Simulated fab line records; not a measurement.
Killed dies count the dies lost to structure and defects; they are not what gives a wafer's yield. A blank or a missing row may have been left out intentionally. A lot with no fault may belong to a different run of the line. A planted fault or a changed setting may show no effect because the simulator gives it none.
Commonality check across tools | flow gf180mcu | Lots sampled 13, wafers sampled 39

THE REASON FOR OPENING IT
Of 13 lots, 3 have the reading LVPWELL_TW flagged at GF_LVPWELL_TW_MEAS_11. Wafers without a fault read 556, standard deviation 4.
Rule: flag the lot when none of its wafers has a number, or when each of its wafers that has one lies beyond 4 standard deviations from that mean. The rest of the lots are taken to be sound.

lot  | measured    | on            | LVPWELL_TW, wafer by wafer | flag
L432 | day 5 08:22 | film metro-03 | 558 558 559                |
L433 | day 5 09:49 | film metro-04 | 518 523 520                | FLAGGED
L434 | day 5 14:02 | film metro-01 | 519 520 520                | FLAGGED
L435 | day 5 19:07 | film metro-03 | 528 528 528                | FLAGGED
L441 | day 7 05:02 | film metro-04 | 550 552 551                |
L442 | day 7 10:16 | film metro-03 | 558 560 559                |
L443 | day 7 15:55 | film metro-04 | 552 552 555                |
L444 | day 7 20:21 | film metro-01 | 554 552 554                |
L445 | day 8 04:11 | film metro-03 | 557 561 558                |
L446 | day 8 10:28 | film metro-01 | 551 553 554                |
L447 | day 8 13:46 | film metro-03 | 557 558 557                |
L449 | day 9 01:43 | film metro-03 | 559 558 556                |
L450 | day 9 08:16 | film metro-03 | 559 558 559                |
The mean of the flagged lots' numbers is 523, -33 from the usual (-8 standard deviations).

WHICH TOOL RAN EACH LOT
2 process steps preceding the reading are held in the record, out of 602 steps in the route. Each cell gives the tool, then ch followed by the chambers the sampled wafers passed through, then the start.
lot  | flag    | GF_NWELL_STRIP_10                   | GF_LVPWELL_IMPLANT_09
L432 |         | plasma asher-02 ch 0,1, day 4 17:58 | implanter-01 ch 0, day 5 08:08
L433 | FLAGGED | plasma asher-03 ch 0,1, day 4 19:31 | implanter-04 ch 0, day 5 09:35
L434 | FLAGGED | plasma asher-04 ch 1, day 4 23:07   | implanter-04 ch 0, day 5 13:48
L435 | FLAGGED | plasma asher-03 ch 0,1, day 5 03:43 | implanter-04 ch 0, day 5 18:53
L441 |         | plasma asher-02 ch 1, day 6 13:15   | implanter-02 ch 0, day 7 04:48
L442 |         | plasma asher-04 ch 0,1, day 6 17:54 | implanter-02 ch 0, day 7 10:01
L443 |         | plasma asher-02 ch 0,1, day 6 23:45 | implanter-02 ch 0, day 7 15:41
L444 |         | plasma asher-04 ch 0,1, day 7 04:18 | implanter-02 ch 0, day 7 20:06
L445 |         | plasma asher-02 ch 0,1, day 7 11:00 | implanter-02 ch 0, day 8 03:57
L446 |         | plasma asher-02 ch 0,1, day 7 18:10 | implanter-04 ch 0, day 8 10:13
L447 |         | plasma asher-04 ch 0,1, day 7 20:36 | implanter-02 ch 0, day 8 13:31
L449 |         | plasma asher-02 ch 0, day 8 07:37   | implanter-01 ch 0, day 9 01:29
L450 |         | plasma asher-02 ch 0,1, day 8 14:31 | implanter-04 ch 0, day 9 08:01
What these steps do:
- GF_NWELL_STRIP_10: strips in O2/N2.
- GF_LVPWELL_IMPLANT_09
- GF_LVPWELL_TW_MEAS_11

FLAGGED OVER TOTAL, TOOL BY TOOL (the gauges that took the reading come last)
step                  | tool            | lots run | flagged | share of the flagged lots | sound lots run after its first flagged lot
GF_NWELL_STRIP_10     | plasma asher-02 | 7        | 0       | none                      | -
GF_NWELL_STRIP_10     | plasma asher-03 | 2        | 2       | some                      | 0
GF_NWELL_STRIP_10     | plasma asher-04 | 4        | 1       | some                      | 3 (L442,L444,L447)
GF_LVPWELL_IMPLANT_09 | implanter-01    | 2        | 0       | none                      | -
GF_LVPWELL_IMPLANT_09 | implanter-02    | 6        | 0       | none                      | -
GF_LVPWELL_IMPLANT_09 | implanter-04    | 5        | 3       | all                       | 2 (L446,L450)
GF_LVPWELL_TW_MEAS_11 | film metro-01   | 3        | 1       | some                      | 2 (L444,L446)
GF_LVPWELL_TW_MEAS_11 | film metro-03   | 7        | 1       | some                      | 5 (L442,L445,L447,L449,L450)
GF_LVPWELL_TW_MEAS_11 | film metro-04   | 3        | 1       | some                      | 2 (L441,L443)

THE TABLE: WHAT IT ALLOWS
All flagged lots share 1 row of the table, namely implanter-04 at GF_LVPWELL_IMPLANT_09.
- implanter-04 at GF_LVPWELL_IMPLANT_09: 3 of its 5 lots flagged. After the first flagged lot (L446, L450), sound lots still ran on it; a lasting fault on the whole tool would not permit that. Its own readings lie more than 4 standard deviations out on every wafer of the flagged lots: dose ions cm2, faraday current uA.
No row of the table ran every flagged lot and no sound lot after the first.

WHAT THE SIMULATOR PUT IN
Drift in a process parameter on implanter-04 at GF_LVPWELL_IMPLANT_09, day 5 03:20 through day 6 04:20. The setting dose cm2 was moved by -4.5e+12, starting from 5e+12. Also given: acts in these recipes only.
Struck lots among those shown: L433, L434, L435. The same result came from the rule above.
